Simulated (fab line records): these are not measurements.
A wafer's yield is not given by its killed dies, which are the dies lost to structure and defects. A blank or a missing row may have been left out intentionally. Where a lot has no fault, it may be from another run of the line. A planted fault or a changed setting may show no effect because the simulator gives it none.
Which tool was responsible? -- flow sky130 -- 72 wafers from 24 lots sampled at 5 of the route's 708 steps

## WHAT EACH GAUGE READ, for each wafer
SKY_VIA2_BOW_MEAS_03. Usual: VIA2_BOW gives 86 um (standard deviation 6).
lot,measured,on,VIA2_BOW (um),flag
L074,day 34 20:43,film metro-01,87 80 85,
L075,day 35 07:37,film metro-01,72 92 83,
L076,day 35 13:40,film metro-01,92 87 85,
L077,day 35 20:34,film metro-04,88 82 88,
L078,day 36 03:24,film metro-04,88 81 79,
L079,day 37 21:49,film metro-01,74 92 93,
L080,day 37 22:50,film metro-01,92 80 82,
L081,day 37 23:26,film metro-01,81 89 94,
L082,day 38 01:44,film metro-01,94 82 95,
L084,day 38 03:53,film metro-03,81 93 90,
L083,day 38 09:36,film metro-03,78 91 86,
L086,day 38 21:40,film metro-03,88 98 93,
L085,day 39 04:27,film metro-04,86 80 82,
L087,day 39 05:17,film metro-04,83 82 87,
L088,day 39 22:13,film metro-03,81 80 85,
L089,day 40 18:23,film metro-04,84 81 88,
L092,day 41 06:08,film metro-03,87 82 78,
L091,day 41 07:01,film metro-04,78 90 79,
L090,day 41 07:25,film metro-04,87 76 91,
L093,day 41 17:24,film metro-01,87 82 85,
L094,day 41 22:04,film metro-03,82 84 70,
L095,day 42 08:50,film metro-03,87 87 86,
L096,day 42 09:05,film metro-03,86 77 86,
L097,day 43 01:03,film metro-03,91 79 84,

SKY_VIA2_OVL_MEAS_13. Usual: VIA2_OVL gives 0 nm (standard deviation 6.8).
lot,measured,on,VIA2_OVL (nm),flag
L074,day 35 22:50,overlay-02,-5 -12 -7,
L075,day 36 08:52,overlay-02,12 10 13,
L076,day 36 15:08,overlay-02,-11 -9 3,
L077,day 36 22:05,overlay-01,3 2 4,
L078,day 37 05:08,overlay-01,10 -2 7,
L079,day 38 23:28,overlay-01,-5 -1 -6,
L080,day 39 00:20,overlay-02,9 4 5,
L081,day 39 00:50,overlay-01,7 0 2,
L082,day 39 03:31,overlay-01,9 14 2,
L084,day 39 05:20,overlay-01,-2 -8 -7,
L083,day 39 10:26,overlay-02,4 2 5,
L086,day 39 22:14,overlay-01,7 -1 -1,
L085,day 40 04:42,overlay-01,-4 -4 -6,
L087,day 40 05:23,overlay-02,2 2 -6,
L088,day 40 22:38,overlay-02,7 6 10,
L089,day 41 17:38,overlay-01,-14 -1 -11,
L092,day 42 06:01,overlay-02,-7 -12 -5,
L091,day 42 06:47,overlay-01,-8 1 -7,
L090,day 42 07:17,overlay-02,-5 -8 -7,
L093,day 42 15:14,overlay-02,-4 -1 -8,
L094,day 42 19:38,overlay-02,2 3 8,
L095,day 43 06:29,overlay-02,4 7 0,
L096,day 43 06:50,overlay-02,0 -3 -6,
L097,day 43 23:53,overlay-02,4 16 8,

SKY_CAPM_RS_MEAS_03: measures by four-point-probe. Usual: CAPM_TIN_RS gives 6.88 ohm/sq (standard deviation 0.063).
lot,measured,on,CAPM_TIN_RS (ohm/sq),flag
L074,day 36 00:37,film metro-01,6.77 6.78 6.83,
L075,day 36 10:41,film metro-03,6.81 6.85 6.88,
L076,day 36 16:53,film metro-01,6.87 6.87 6.89,
L077,day 36 23:50,film metro-02,6.95 6.89 6.96,
L078,day 37 06:53,film metro-01,6.91 6.87 6.87,
L079,day 39 01:24,film metro-02,6.91 6.91 6.97,
L080,day 39 02:05,film metro-01,6.86 6.88 6.90,
L081,day 39 02:35,film metro-03,6.87 6.91 6.85,
L082,day 39 05:17,film metro-03,6.93 6.93 6.94,
L084,day 39 07:05,film metro-02,6.86 6.87 6.89,
L083,day 39 12:13,film metro-01,6.87 6.83 6.85,
L086,day 39 23:59,film metro-02,6.92 6.85 6.93,
L085,day 40 06:32,film metro-01,6.88 6.84 6.87,
L087,day 40 07:11,film metro-01,6.80 6.87 6.85,
L088,day 41 00:54,film metro-03,6.90 6.93 6.88,
L089,day 41 19:28,film metro-03,6.90 6.91 6.93,
L092,day 42 10:05,film metro-02,6.84 6.89 6.90,
L091,day 42 10:38,film metro-02,6.96 6.98 6.96,
L090,day 42 11:13,film metro-03,6.89 6.93 6.91,
L093,day 42 17:04,film metro-03,6.80 6.84 6.82,
L094,day 42 21:26,film metro-01,6.87 6.88 6.88,
L095,day 43 08:19,film metro-01,6.72 6.75 6.73,
L096,day 43 08:36,film metro-01,6.76 6.80 6.80,
L097,day 44 01:38,film metro-01,6.98 7.02 6.94,

## TOOL THAT RAN EACH LOT (tool first, then ch and the chambers of the sampled wafers, then the start)
lot,SKY_METAL1_SPUTTER_01,SKY_VIA2_CVD_21
L074,"pvd sputter-01, day 31 08:01","cvd w-01 ch 0,1, day 35 23:38"
L075,"pvd sputter-01, day 31 19:47","cvd w-02 ch 0,1, day 36 09:44"
L076,"pvd sputter-01, day 32 01:58","cvd w-01 ch 0,1, day 36 15:55"
L077,"pvd sputter-01, day 32 07:12","cvd w-02 ch 0,1, day 36 22:52"
L078,"pvd sputter-01, day 32 14:13","cvd w-01 ch 0,1, day 37 05:56"
L079,"pvd sputter-01, day 34 10:16","cvd w-02 ch 0,1, day 39 00:16"
L080,"pvd sputter-01, day 34 12:11","cvd w-02 ch 0,1, day 39 01:07"
L081,"pvd sputter-04, day 34 13:04","cvd w-02 ch 0,1, day 39 01:38"
L082,"pvd sputter-03, day 34 15:36","cvd w-02 ch 0,1, day 39 04:18"
L084,"pvd sputter-03, day 34 19:04","cvd w-01 ch 0, day 39 06:07"
L083,"pvd sputter-04, day 34 22:37","cvd w-01 ch 0,1, day 39 11:16"
L086,"pvd sputter-01, day 35 11:07","cvd w-02 ch 0,1, day 39 23:02"
L085,"pvd sputter-04, day 35 18:26","cvd w-02 ch 0,1, day 40 05:34"
L087,"pvd sputter-04, day 35 20:16","cvd w-02 ch 0,1, day 40 06:13"
L088,"pvd sputter-04, day 36 13:02","cvd w-02 ch 0,1, day 40 23:56"
L089,"pvd sputter-03, day 37 11:28","cvd w-01 ch 0,1, day 41 18:29"
L092,"pvd sputter-01, day 37 23:22","cvd w-01 ch 0,1, day 42 06:52"
L091,"pvd sputter-04, day 38 00:28","cvd w-01 ch 0,1, day 42 07:34"
L090,"pvd sputter-01, day 38 00:41","cvd w-01 ch 0,1, day 42 08:11"
L093,"pvd sputter-03, day 38 11:37","cvd w-01 ch 0,1, day 42 16:05"
L094,"pvd sputter-03, day 38 16:34","cvd w-01 ch 0,1, day 42 20:29"
L095,"pvd sputter-01, day 39 00:46","cvd w-02 ch 0,1, day 43 07:22"
L096,"pvd sputter-04, day 39 01:10","cvd w-01 ch 0,1, day 43 07:38"
L097,"pvd sputter-04, day 39 20:56","cvd w-01 ch 0,1, day 44 00:40"
- SKY_METAL1_SPUTTER_01: material TiN, target thk 20 nm, time 16.7 s.
- SKY_VIA2_CVD_21: deposits W, target thk 420 nm, time 126.4 s.

## WHAT THE TOOLS THEMSELVES READ (means of the sampled wafers that have a number; where no wafer has one, the mark that the record gives instead)
SKY_METAL1_SPUTTER_01. Usual: throttle valve pct at 29.6 %, with a standard deviation of 1.1.
lot,tool,throttle valve pct (%),flag
L074,pvd sputter-01,30.0,
L075,pvd sputter-01,29.6,
L076,pvd sputter-01,29.8,
L077,pvd sputter-01,29.6,
L078,pvd sputter-01,30.0,
L079,pvd sputter-01,30.0,
L080,pvd sputter-01,29.8,
L081,pvd sputter-04,30.3,
L082,pvd sputter-03,29.1,
L084,pvd sputter-03,28.6,
L083,pvd sputter-04,30.2,
L086,pvd sputter-01,29.7,
L085,pvd sputter-04,29.2,
L087,pvd sputter-04,28.0,
L088,pvd sputter-04,30.1,
L089,pvd sputter-03,29.1,
L092,pvd sputter-01,29.7,
L091,pvd sputter-04,29.4,
L090,pvd sputter-01,29.5,
L093,pvd sputter-03,29.5,
L094,pvd sputter-03,29.5,
L095,pvd sputter-01,29.9,
L096,pvd sputter-04,29.3,
L097,pvd sputter-04,30.4,

SKY_VIA2_CVD_21. Usual: heater power w at 740 W, with a standard deviation of 70.
lot,tool,heater power w (W),flag
L074,cvd w-01,799,
L075,cvd w-02,732,
L076,cvd w-01,790,
L077,cvd w-02,796,
L078,cvd w-01,776,
L079,cvd w-02,727,
L080,cvd w-02,731,
L081,cvd w-02,736,
L082,cvd w-02,724,
L084,cvd w-01,715,
L083,cvd w-01,717,
L086,cvd w-02,781,
L085,cvd w-02,730,
L087,cvd w-02,792,
L088,cvd w-02,785,
L089,cvd w-01,697,
L092,cvd w-01,696,
L091,cvd w-01,699,
L090,cvd w-01,707,
L093,cvd w-01,714,
L094,cvd w-01,704,
L095,cvd w-02,794,
L096,cvd w-01,702,
L097,cvd w-01,700,

## THE ANSWER, worked out from the rows above alone
Rule: lot off if the mean of its wafers having a number is beyond 3 standard deviations from the usual mean. A lot without any number at a reading at which 4 lots or more have one is off too. Any other lot the step has rows for is counted as sound. Order of review: gauges by route order, followed by the tools' own readings, for which a lot's mean as printed above is used. At the first step where some lot is off, the reading lying furthest off is the one used; lots without a number count as furthest.
Nothing can be told from this: no lot is off at any reading shown.

## WHAT THE SIMULATOR HAD INSERTED
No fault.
